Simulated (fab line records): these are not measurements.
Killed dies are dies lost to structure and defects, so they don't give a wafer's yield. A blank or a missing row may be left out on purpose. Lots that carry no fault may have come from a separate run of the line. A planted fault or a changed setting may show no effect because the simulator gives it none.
fab line records	flow sky130
record: lots: 24	wafers: 72	last_day: 50
route steps=708 shown FIELD_ISO@28 VT_ADJUST_HVTP@92 SONOS_ONO@171 CONTACT@407 METAL4@601 VIA4@640
lots that met no fault: taken from a fault-free run of the same line
start_h: the number of hours between the record's first day and the start of the first shown wafer of the lot	wait_h: time in hours since the lot's previous step	" repeats the value in the row above	L1.1+2: a row that stands for several wafers	- no value, or no start was given	* or withheld: withheld	< > ~ a bound
route shown NAME@n: names a module that has steps shown in the file, with the first one's number in the route	usual: mean and standard deviation over wafers with no fault	same: alike in all rows	chamber/n: place in a boat	sites: readings site by site	_std_site: the values' standard deviation	_edge_site: inner sites' mean taken away from outer sites' mean	radius_mm: for every site, how far away it sits from the centre of the wafer	mask NAME#n: copy n	behind: tool/chamber where the wafer was last shaped	hold: the reason the lot was held/the length of the hold in hours/how it ended	device: names the non-switching transistor (n, p or np)	end of line: tests run on the same wafers once the route is complete	where a step has no rows: the recipe by itself	killed: at the first sort, the dies lost to defects and structure; wafer yield is something else	map: a wafer's dies, x killed, . not, _ none there
set.NAME: the setting that was run; set.NAME@STEP: the one run at that earlier step	model.NAME: the simulator's own value behind a step, which no gauge read
the route's steps for a sample of lots (tables are steps, rows are wafers)
services: a tool's chamber out of use, with start hour (start_h, from the record's first day; less than 0 if before it), hours out, and reason
== steps ==
step: SKY_FIELD_ISO_CMP_27
recipe: stop_on: Si3N4	t_overpolish_s: 16	down_force_psi: 4	platen_rpm: 60	target_thk_nm: 457.8	pad_velocity_m_s: 0.94248
usual: edge_zone_pressure_frac: 1.000/0.0054	head_pressure_psi: 3.999/0.0077	motor_current_A: 12.5/1.4	overpolish_run_s: 16.000/0.0095	slurry_flow_ml_min: 150.0/0.4	time_to_endpoint_s: 113/3.6
same: t_overpolish_s: 16
lot.wafer	tool	chamber	start_h	wait_h	edge_zone_pressure_frac	head_pressure_psi	motor_current_A	overpolish_run_s	slurry_flow_ml_min	time_to_endpoint_s
L074.1	cmp-01	0	37.13	0.1	0.999	4.013	11.9	15.999	149.6	113
L074.5	"	2	"	"	1.004	4.013	13.4	15.998	150.0	114
L074.6	"	3	"	"	0.998	4.000	14.6	15.995	149.8	110
L075.4	cmp-01	3	38.58	0.1	0.999	3.996	14.1	16.003	150.5	110
L075.3	"	1	"	"	0.993	4.006	11.5	15.994	149.5	112
L075.5	"	3	"	"	1.008	4.004	14.6	16.005	149.8	111
L076.2	cmp-02	0	45.82	0.1	0.999	3.978	14.0	16.006	149.9	118
L076.4	"	1	"	"	1.010	3.990	12.3	16.004	149.6	110
L076.3	"	2	"	"	0.994	3.998	11.2	16.016	149.8	118
L077.2	cmp-01	2	50.30	0.1	1.003	3.993	13.0	16.004	150.1	112
L077.5	"	3	"	"	1.000	4.004	14.8	15.993	150.2	106
L077.6	"	0	"	"	1.003	3.999	12.3	15.998	149.5	112
L078.4	cmp-02	2	58.18	0.1	0.996	3.998	11.3	16.001	149.9	111
L078.3	"	3	"	"	1.000	3.996	11.4	15.999	149.3	112
L078.6	"	1	"	"	1.000	3.989	11.5	16.008	150.1	107
L079.1	cmp-01	0	60.80	0.0	1.008	4.003	11.6	15.988	149.8	111
L079.2	"	1	"	"	0.997	4.000	11.1	15.999	150.4	112
L079.4	"	3	"	"	0.998	4.006	15.2	16.002	150.9	111
L080.2	cmp-01	2	68.60	0.1	0.991	3.998	13.1	15.995	150.0	112
L080.3	"	3	"	"	1.001	4.000	14.9	15.998	149.2	106
L080.6	"	0	"	"	0.991	4.000	12.0	16.004	150.8	107
L082.4	cmp-02	3	75.43	0.0	0.997	3.982	11.5	16.002	149.4	116
L082.3	"	2	"	"	0.997	4.003	11.3	15.994	150.6	116
L082.5	"	0	"	"	1.004	3.999	14.3	16.008	150.2	113
L081.4	cmp-01	1	75.65	0.1	1.002	4.001	11.4	16.017	149.9	111
L081.6	"	2	"	"	1.000	3.987	13.0	16.003	150.2	111
L081.5	"	3	"	"	0.991	3.998	15.4	15.994	149.9	111
L083.4	cmp-01	2	81.21	0.0	1.006	3.998	12.6	16.012	149.6	116
L083.2	"	0	"	"	0.994	4.007	11.4	15.996	150.7	113
L083.5	"	3	"	"	0.999	4.004	15.3	16.006	149.8	114
L084.1	cmp-02	2	84.08	0.0	1.010	4.001	11.5	16.006	150.4	124
L084.5	"	2	"	"	1.007	3.998	12.2	16.015	150.6	120
L084.6	"	3	"	"	0.998	4.000	11.3	15.995	150.1	117
L085.2	cmp-02	2	89.66	0.0	1.002	4.002	10.8	15.987	150.0	114
L085.3	"	1	"	"	0.999	3.996	11.8	16.004	150.7	107
L085.6	"	3	"	"	1.007	4.008	11.4	16.000	150.7	116
L086.3	cmp-02	3	95.67	0.1	1.005	3.996	11.1	15.999	150.1	117
L086.2	"	1	"	"	1.005	4.006	11.8	16.009	149.8	108
L086.6	"	2	"	"	0.994	3.993	11.7	15.994	149.2	117
L087.3	cmp-02	1	109.95	0.0	1.004	4.007	12.5	15.999	150.1	111
L087.1	"	2	"	"	1.006	3.990	11.8	16.006	150.0	118
L087.5	"	1	"	"	0.997	4.002	12.4	15.992	149.8	107
L088.3	cmp-02	1	112.40	0.1	1.004	3.994	11.5	16.006	150.1	108
L088.4	"	3	"	"	0.993	3.986	11.2	16.004	150.1	111
L088.5	"	1	"	"	1.006	3.992	12.1	15.989	149.9	111
L089.3	cmp-02	0	116.77	0.1	0.996	4.010	14.6	16.013	149.8	117
L089.1	"	1	"	"	0.998	4.000	11.9	15.995	150.3	116
L089.5	"	3	"	"	1.002	3.998	10.8	16.006	149.8	118
L090.3	cmp-02	3	119.44	0.0	1.000	3.996	11.8	16.001	150.3	113
L090.6	"	3	"	"	1.007	3.996	11.1	16.001	150.4	113
L090.5	"	0	"	"	0.999	4.003	14.3	16.019	149.6	116
L091.1	cmp-02	3	122.39	0.1	0.998	3.986	10.8	15.997	150.0	118
L091.2	"	0	"	"	0.996	4.005	14.6	16.005	149.5	118
L091.6	"	3	"	"	0.991	3.997	11.3	16.017	150.0	116
L092.3	cmp-02	0	126.74	0.1	0.998	3.994	14.8	15.981	150.2	112
L092.2	"	1	"	"	1.000	4.004	11.5	15.986	151.0	108
L092.4	"	2	"	"	1.004	3.998	12.2	16.001	149.9	115
L093.2	cmp-01	1	131.40	0.1	1.002	4.006	11.1	15.995	149.7	112
L093.3	"	3	"	"	0.997	3.999	14.5	16.004	150.0	109
L093.4	"	0	"	"	1.006	4.014	12.1	15.983	149.1	111
L094.3	cmp-01	1	139.43	0.1	0.995	4.012	10.8	16.015	150.6	115
L094.4	"	3	"	"	0.996	4.010	15.5	16.010	149.9	110
L094.5	"	0	"	"	0.997	4.001	11.8	16.016	150.8	113
L095.4	cmp-02	0	143.14	0.1	0.991	4.002	14.6	16.003	151.0	115
L095.2	"	1	"	"	1.003	4.013	12.1	15.998	149.8	111
L095.6	"	3	"	"	0.996	3.998	11.7	16.008	149.7	115
L096.1	cmp-01	3	151.15	0.1	1.000	3.991	15.2	15.994	149.9	113
L096.4	"	0	"	"	0.999	3.988	12.1	15.998	150.0	113
L096.6	"	3	"	"	0.998	3.985	14.7	15.994	149.6	111
L097.2	cmp-01	2	154.03	0.1	0.998	3.987	12.6	16.002	150.2	117
L097.1	"	3	"	"	1.004	3.999	14.9	15.997	149.7	108
L097.4	"	0	"	"	1.002	3.995	12.0	15.994	150.2	121
step: SKY_VT_ADJUST_HVTP_CD_MEAS_07
recipe: target_cd_nm: 380
usual: cd_nm: 380.2/2.4
lot.wafer	tool	chamber	start_h	wait_h	cd_nm
L074.1	cd_sem-02	-	123.27	0.1	374.2
L074.5	"	-	"	"	375.4
L074.6	"	-	"	"	374.1
L075.3	cd_sem-02	-	125.46	0.1	378.3
L075.4	"	-	"	"	380.2
L075.5	"	-	"	"	380.6
L076.2	cd_sem-02	-	133.04	0.1	377.6
L076.3	"	-	"	"	378.7
L076.4	"	-	"	"	383.1
L077.2	cd_sem-02	-	137.99	0.1	379.3
L077.5	"	-	"	"	378.1
L077.6	"	-	"	"	376.2
L078.3	cd_sem-02	-	147.66	0.1	379.7
L078.4	"	-	"	"	382.2
L078.6	"	-	"	"	384.2
L079.1	cd_sem-02	-	154.91	0.1	380.9
L079.2	"	-	"	"	379.7
L079.4	"	-	"	"	383.9
L080.2	cd_sem-02	-	160.39	0.1	377.4
L080.3	"	-	"	"	381.0
L080.6	"	-	"	"	379.5
L082.3	cd_sem-02	-	171.31	0.1	380.8
L082.4	"	-	"	"	380.5
L082.5	"	-	"	"	377.9
L081.4	cd_sem-02	-	172.47	0.1	382.6
L081.5	"	-	"	"	383.7
L081.6	"	-	"	"	383.6
L083.2	cd_sem-02	-	177.19	0.1	376.9
L083.4	"	-	"	"	378.0
L083.5	"	-	"	"	377.2
L084.1	cd_sem-01	-	179.86	0.1	380.3
L084.5	"	-	"	"	378.4
L084.6	"	-	"	"	380.4
L085.2	cd_sem-01	-	188.44	0.1	377.8
L085.3	"	-	"	"	380.9
L085.6	"	-	"	"	380.2
L086.2	cd_sem-02	-	194.79	0.1	384.4
L086.3	"	-	"	"	381.6
L086.6	"	-	"	"	379.9
L087.1	cd_sem-02	-	215.91	0.1	380.1
L087.3	"	-	"	"	382.6
L087.5	"	-	"	"	381.3
L088.3	cd_sem-01	-	216.25	0.1	379.4
L088.4	"	-	"	"	380.9
L088.5	"	-	"	"	380.0
L089.1	cd_sem-02	-	222.86	0.1	381.1
L089.3	"	-	"	"	381.1
L089.5	"	-	"	"	381.3
L090.3	cd_sem-02	-	225.45	0.1	382.5
L090.5	"	-	"	"	383.1
L090.6	"	-	"	"	381.5
L091.1	cd_sem-02	-	231.02	0.1	377.2
L091.2	"	-	"	"	378.3
L091.6	"	-	"	"	377.2
L092.2	cd_sem-01	-	234.74	0.1	384.5
L092.3	"	-	"	"	383.7
L092.4	"	-	"	"	382.7
L093.2	cd_sem-01	-	239.79	0.1	378.0
L093.3	"	-	"	"	377.5
L093.4	"	-	"	"	378.4
L094.3	cd_sem-01	-	249.11	0.1	380.1
L094.4	"	-	"	"	378.8
L094.5	"	-	"	"	378.9
L095.2	cd_sem-02	-	254.93	0.1	382.3
L095.4	"	-	"	"	383.5
L095.6	"	-	"	"	381.9
L096.1	cd_sem-02	-	265.01	0.1	381.0
L096.4	"	-	"	"	381.0
L096.6	"	-	"	"	383.1
L097.1	cd_sem-01	-	268.17	0.1	378.6
L097.2	"	-	"	"	379.3
L097.4	"	-	"	"	378.7
step: SKY_SONOS_ONO_THK_MEAS_03
recipe: reads: Si3N4_of_SONOS_ONO_CVD_02
usual: SONOS_ONO_CVD_02_THK: 10.47/0.15
lot.wafer	tool	chamber	start_h	wait_h	SONOS_ONO_CVD_02_THK[nm]
L074.1	film_metro-04	-	252.14	0.0	10.43
L074.5	"	-	"	"	10.67
L074.6	"	-	"	"	10.54
L075.3	film_metro-03	-	258.39	0.0	10.30
L075.4	"	-	"	"	10.41
L075.5	"	-	"	"	10.49
L076.2	film_metro-03	-	265.75	0.0	10.32
L076.3	"	-	"	"	10.31
L076.4	"	-	"	"	10.22
L077.2	film_metro-04	-	272.66	0.0	10.44
L077.5	"	-	"	"	10.44
L077.6	"	-	"	"	10.42
L078.3	film_metro-03	-	289.86	0.0	10.70
L078.4	"	-	"	"	10.73
L078.6	"	-	"	"	10.69
L079.1	film_metro-04	-	296.78	0.0	10.27
L079.2	"	-	"	"	10.43
L079.4	"	-	"	"	10.26
L080.2	film_metro-03	-	301.20	0.0	10.60
L080.3	"	-	"	"	10.76
L080.6	"	-	"	"	10.66
L082.3	film_metro-04	-	315.91	0.0	10.62
L082.4	"	-	"	"	10.62
L082.5	"	-	"	"	10.55
L081.4	film_metro-03	-	315.92	0.0	10.69
L081.5	"	-	"	"	10.60
L081.6	"	-	"	"	10.57
L083.2	film_metro-03	-	324.54	0.0	10.56
L083.4	"	-	"	"	10.67
L083.5	"	-	"	"	10.77
L084.1	film_metro-03	-	326.94	0.0	10.45
L084.5	"	-	"	"	10.53
L084.6	"	-	"	"	10.45
L085.2	film_metro-04	-	337.10	0.0	10.19
L085.3	"	-	"	"	10.35
L085.6	"	-	"	"	10.28
L086.2	film_metro-03	-	347.10	0.0	10.65
L086.3	"	-	"	"	10.44
L086.6	"	-	"	"	10.46
L087.1	film_metro-04	-	371.28	0.0	10.69
L087.3	"	-	"	"	10.42
L087.5	"	-	"	"	10.56
L088.3	film_metro-03	-	373.67	0.0	10.47
L088.4	"	-	"	"	10.38
L088.5	"	-	"	"	10.35
L089.1	film_metro-03	-	385.77	0.0	10.51
L089.3	"	-	"	"	10.39
L089.5	"	-	"	"	10.50
L091.1	film_metro-03	-	391.83	0.0	10.27
L091.2	"	-	"	"	10.32
L091.6	"	-	"	"	10.24
L090.3	film_metro-02	-	391.85	0.0	10.39
L090.5	"	-	"	"	10.43
L090.6	"	-	"	"	10.49
L092.2	film_metro-03	-	398.81	0.0	10.57
L092.3	"	-	"	"	10.65
L092.4	"	-	"	"	10.68
L093.2	film_metro-02	-	402.85	0.0	10.45
L093.3	"	-	"	"	10.37
L093.4	"	-	"	"	10.31
L094.3	film_metro-03	-	415.11	0.0	10.65
L094.4	"	-	"	"	10.70
L094.5	"	-	"	"	10.64
L095.2	film_metro-04	-	420.65	0.0	10.52
L095.4	"	-	"	"	10.63
L095.6	"	-	"	"	10.50
L096.1	film_metro-03	-	434.43	0.0	10.60
L096.4	"	-	"	"	10.71
L096.6	"	-	"	"	10.59
L097.1	film_metro-03	-	439.37	0.0	10.29
L097.2	"	-	"	"	10.34
L097.4	"	-	"	"	10.37
step: SKY_CONTACT_THK_MEAS_01
recipe: reads: Si3N4_of_CONTACT_CVD_00
usual: CONTACT_CVD_00_THK: 75.1/0.97
lot.wafer	tool	chamber	start_h	wait_h	CONTACT_CVD_00_THK[nm]
L074.1	film_metro-04	-	700.27	-	74.9
L074.5	"	-	"	"	77.1
L074.6	"	-	"	"	75.4
L075.3	film_metro-02	-	705.81	-	75.5
L075.4	"	-	"	"	75.8
L075.5	"	-	"	"	75.9
L076.2	film_metro-02	-	720.11	-	74.1
L076.3	"	-	"	"	73.4
L076.4	"	-	"	"	75.8
L077.2	film_metro-03	-	726.07	-	73.8
L077.5	"	-	"	"	75.4
L077.6	"	-	"	"	74.8
L078.3	film_metro-02	-	745.09	-	74.6
L078.4	"	-	"	"	76.3
L078.6	"	-	"	"	76.2
L079.1	film_metro-03	-	757.24	-	74.4
L079.2	"	-	"	"	74.7
L079.4	"	-	"	"	75.3
L080.2	film_metro-03	-	760.83	-	74.5
L080.3	"	-	"	"	75.5
L080.6	"	-	"	"	76.0
L082.3	film_metro-04	-	770.58	-	74.5
L082.4	"	-	"	"	76.6
L082.5	"	-	"	"	75.2
L081.4	film_metro-03	-	771.51	-	75.1
L081.5	"	-	"	"	75.8
L081.6	"	-	"	"	76.4
L084.1	film_metro-02	-	781.37	-	73.3
L084.5	"	-	"	"	75.9
L084.6	"	-	"	"	75.0
L083.2	film_metro-02	-	783.57	-	75.7
L083.4	"	-	"	"	76.4
L083.5	"	-	"	"	77.5
L085.2	film_metro-03	-	790.52	-	73.4
L085.3	"	-	"	"	74.1
L085.6	"	-	"	"	74.3
L086.2	film_metro-02	-	798.25	-	74.5
L086.3	"	-	"	"	74.1
L086.6	"	-	"	"	75.9
L088.3	film_metro-04	-	824.17	-	74.6
L088.4	"	-	"	"	75.2
L088.5	"	-	"	"	75.9
L087.1	film_metro-04	-	825.03	-	72.8
L087.3	"	-	"	"	74.1
L087.5	"	-	"	"	75.0
L089.1	film_metro-02	-	833.52	-	73.9
L089.3	"	-	"	"	75.1
L089.5	"	-	"	"	75.1
L090.3	film_metro-04	-	839.04	-	74.4
L090.5	"	-	"	"	76.2
L090.6	"	-	"	"	75.4
L091.1	film_metro-03	-	839.97	-	74.8
L091.2	"	-	"	"	74.5
L091.6	"	-	"	"	77.3
L092.2	film_metro-04	-	847.22	-	74.1
L092.3	"	-	"	"	74.7
L092.4	"	-	"	"	75.4
L093.2	film_metro-02	-	848.92	-	75.0
L093.3	"	-	"	"	74.8
L093.4	"	-	"	"	76.4
L094.3	film_metro-04	-	859.24	-	74.4
L094.4	"	-	"	"	74.9
L094.5	"	-	"	"	75.2
L095.2	film_metro-04	-	864.98	-	75.3
L095.4	"	-	"	"	77.3
L095.6	"	-	"	"	76.7
L096.1	film_metro-03	-	882.49	-	73.2
L096.4	"	-	"	"	76.0
L096.6	"	-	"	"	75.6
L097.1	film_metro-04	-	884.95	-	73.4
L097.2	"	-	"	"	73.4
L097.4	"	-	"	"	75.2
step: SKY_METAL4_SPUTTER_03
recipe: material: Ti	target_thk_nm: 5	power_w: 3000	time_s: 3.3	chamber_pressure_pa: 0.4
usual: throttle_valve_pct: 29.8/0.85
lot.wafer	tool	chamber	start_h	wait_h	throttle_valve_pct
L074.1	pvd_sputter-03	-	924.22	0.0	30.8
L074.5	"	-	"	"	28.9
L074.6	"	-	"	"	29.1
L075.3	pvd_sputter-03	-	928.18	0.0	28.8
L075.4	"	-	"	"	30.9
L075.5	"	-	"	"	29.0
L076.2	pvd_sputter-01	-	940.00	0.0	30.1
L076.3	"	-	"	"	29.3
L076.4	"	-	"	"	29.3
L077.2	pvd_sputter-02	-	948.77	0.0	30.8
L077.5	"	-	"	"	29.9
L077.6	"	-	"	"	30.7
L078.3	pvd_sputter-02	-	964.18	0.0	30.5
L078.4	"	-	"	"	30.9
L078.6	"	-	"	"	30.0
L079.1	pvd_sputter-01	-	979.06	0.0	29.7
L079.2	"	-	"	"	30.2
L079.4	"	-	"	"	28.9
L080.2	pvd_sputter-02	-	979.36	0.0	29.9
L080.3	"	-	"	"	29.2
L080.6	"	-	"	"	29.9
L082.3	pvd_sputter-01	-	987.62	0.0	29.4
L082.4	"	-	"	"	30.1
L082.5	"	-	"	"	30.0
L081.4	pvd_sputter-02	-	988.52	0.0	30.2
L081.5	"	-	"	"	30.8
L081.6	"	-	"	"	30.6
L084.1	pvd_sputter-03	-	995.35	0.0	28.8
L084.5	"	-	"	"	28.9
L084.6	"	-	"	"	28.6
L083.2	pvd_sputter-03	-	996.57	0.0	30.7
L083.4	"	-	"	"	28.9
L083.5	"	-	"	"	30.9
L085.2	pvd_sputter-01	-	1003.67	0.0	28.9
L085.3	"	-	"	"	30.2
L085.6	"	-	"	"	30.6
L086.2	pvd_sputter-02	-	1012.05	0.0	30.9
L086.3	"	-	"	"	30.8
L086.6	"	-	"	"	28.8
L087.1	pvd_sputter-01	-	1034.07	0.0	29.0
L087.3	"	-	"	"	28.8
L087.5	"	-	"	"	29.2
L088.3	pvd_sputter-01	-	1034.72	0.0	29.6
L088.4	"	-	"	"	28.9
L088.5	"	-	"	"	30.3
L089.1	pvd_sputter-01	-	1042.47	0.0	30.4
L089.3	"	-	"	"	29.1
L089.5	"	-	"	"	29.1
L090.3	pvd_sputter-02	-	1046.30	0.0	30.0
L090.5	"	-	"	"	30.7
L090.6	"	-	"	"	30.0
L091.1	pvd_sputter-02	-	1046.87	0.0	29.8
L091.2	"	-	"	"	30.4
L091.6	"	-	"	"	31.1
L092.2	pvd_sputter-03	-	1054.62	0.0	28.8
L092.3	"	-	"	"	28.9
L092.4	"	-	"	"	30.7
L093.2	pvd_sputter-03	-	1057.02	0.0	30.8
L093.3	"	-	"	"	29.0
L093.4	"	-	"	"	28.9
L094.3	pvd_sputter-02	-	1065.31	0.0	30.7
L094.4	"	-	"	"	30.6
L094.5	"	-	"	"	30.8
L095.2	pvd_sputter-03	-	1066.59	0.0	28.8
L095.4	"	-	"	"	31.4
L095.6	"	-	"	"	29.0
L096.1	pvd_sputter-02	-	1082.86	0.0	29.9
L096.4	"	-	"	"	28.9
L096.6	"	-	"	"	29.7
L097.1	pvd_sputter-03	-	1087.47	0.0	28.9
L097.2	"	-	"	"	31.2
L097.4	"	-	"	"	30.8
step: SKY_VIA4_THK_MEAS_01
recipe: reads: SiO2_of_VIA4_HDPCVD_00
usual: VIA4_HDPCVD_THK: 1747/18
lot.wafer	tool	chamber	start_h	wait_h	VIA4_HDPCVD_THK[nm]
L074.1	film_metro-02	-	975.87	0.1	1759
L074.5	"	-	"	"	1743
L074.6	"	-	"	"	1757
L075.3	film_metro-03	-	979.44	0.1	1722
L075.4	"	-	"	"	1715
L075.5	"	-	"	"	1738
L076.2	film_metro-04	-	991.54	0.1	1761
L076.3	"	-	"	"	1768
L076.4	"	-	"	"	1756
L077.2	film_metro-04	-	999.00	0.1	1761
L077.5	"	-	"	"	1753
L077.6	"	-	"	"	1758
L078.3	film_metro-04	-	1013.68	0.1	1753
L078.4	"	-	"	"	1745
L078.6	"	-	"	"	1725
L079.1	film_metro-04	-	1026.92	0.1	1743
L079.2	"	-	"	"	1764
L079.4	"	-	"	"	1714
L080.2	film_metro-02	-	1027.55	0.1	1763
L080.3	"	-	"	"	1775
L080.6	"	-	"	"	1789
L082.3	film_metro-02	-	1035.38	0.1	1769
L082.4	"	-	"	"	1737
L082.5	"	-	"	"	1768
L081.4	film_metro-02	-	1036.46	0.0	1754
L081.5	"	-	"	"	1759
L081.6	"	-	"	"	1762
L084.1	film_metro-04	-	1042.94	0.1	1715
L084.5	"	-	"	"	1728
L084.6	"	-	"	"	1727
L083.2	film_metro-04	-	1043.29	0.1	1755
L083.4	"	-	"	"	1764
L083.5	"	-	"	"	1747
L085.2	film_metro-03	-	1050.52	0.1	1738
L085.3	"	-	"	"	1736
L085.6	"	-	"	"	1728
L086.2	film_metro-03	-	1058.64	0.1	1753
L086.3	"	-	"	"	1785
L086.6	"	-	"	"	1751
L087.1	film_metro-02	-	1079.56	0.1	1744
L087.3	"	-	"	"	1742
L087.5	"	-	"	"	1757
L088.3	film_metro-03	-	1080.30	0.1	1744
L088.4	"	-	"	"	1715
L088.5	"	-	"	"	1741
L089.1	film_metro-03	-	1086.84	0.1	1753
L089.3	"	-	"	"	1738
L089.5	"	-	"	"	1763
L090.3	film_metro-04	-	1090.34	0.1	1758
L090.5	"	-	"	"	1742
L090.6	"	-	"	"	1740
L091.1	film_metro-03	-	1091.03	0.1	1748
L091.2	"	-	"	"	1731
L091.6	"	-	"	"	1737
L092.2	film_metro-02	-	1097.23	0.1	1770
L092.3	"	-	"	"	1749
L092.4	"	-	"	"	1731
L093.2	film_metro-04	-	1101.04	0.1	1752
L093.3	"	-	"	"	1736
L093.4	"	-	"	"	1740
L094.3	film_metro-03	-	1108.09	0.1	1754
L094.4	"	-	"	"	1744
L094.5	"	-	"	"	1767
L095.2	film_metro-04	-	1109.68	0.1	1733
L095.4	"	-	"	"	1750
L095.6	"	-	"	"	1731
L096.1	film_metro-04	-	1124.58	0.1	1737
L096.4	"	-	"	"	1735
L096.6	"	-	"	"	1722
L097.1	film_metro-04	-	1129.17	0.1	1761
L097.2	"	-	"	"	1776
L097.4	"	-	"	"	1778
== services ==
tool	chamber	start_h	hours	kind
cmp-02	-	47.17	0.6	repair
cmp-02	-	47.91	4.9	repair
cmp-02	-	127.18	5.1	pm
cmp-02	-	198.50	0.9	repair
cmp-02	-	206.98	0.8	repair
cmp-02	-	213.47	14.6	pm
cmp-02	-	232.00	4.0	pm
cmp-02	-	289.43	6.2	repair
cmp-02	-	307.13	3.0	repair
cmp-02	-	318.95	3.5	pm
cmp-02	-	339.02	4.5	repair
cmp-02	-	375.07	1.2	repair
cmp-02	-	396.50	0.4	repair
cmp-02	-	464.99	0.5	repair
cmp-02	-	488.55	4.8	pm
cmp-02	-	495.02	2.9	repair
cmp-02	-	547.64	4.1	repair
cmp-02	-	572.00	4.0	pm
cmp-02	-	621.43	1.0	repair
cmp-02	-	856.57	5.7	pm
cmp-02	-	910.91	1.6	repair
cmp-02	-	912.51	4.0	pm
cmp-02	-	938.62	0.6	repair
cmp-02	-	973.58	1.8	repair
== key ==
fault none
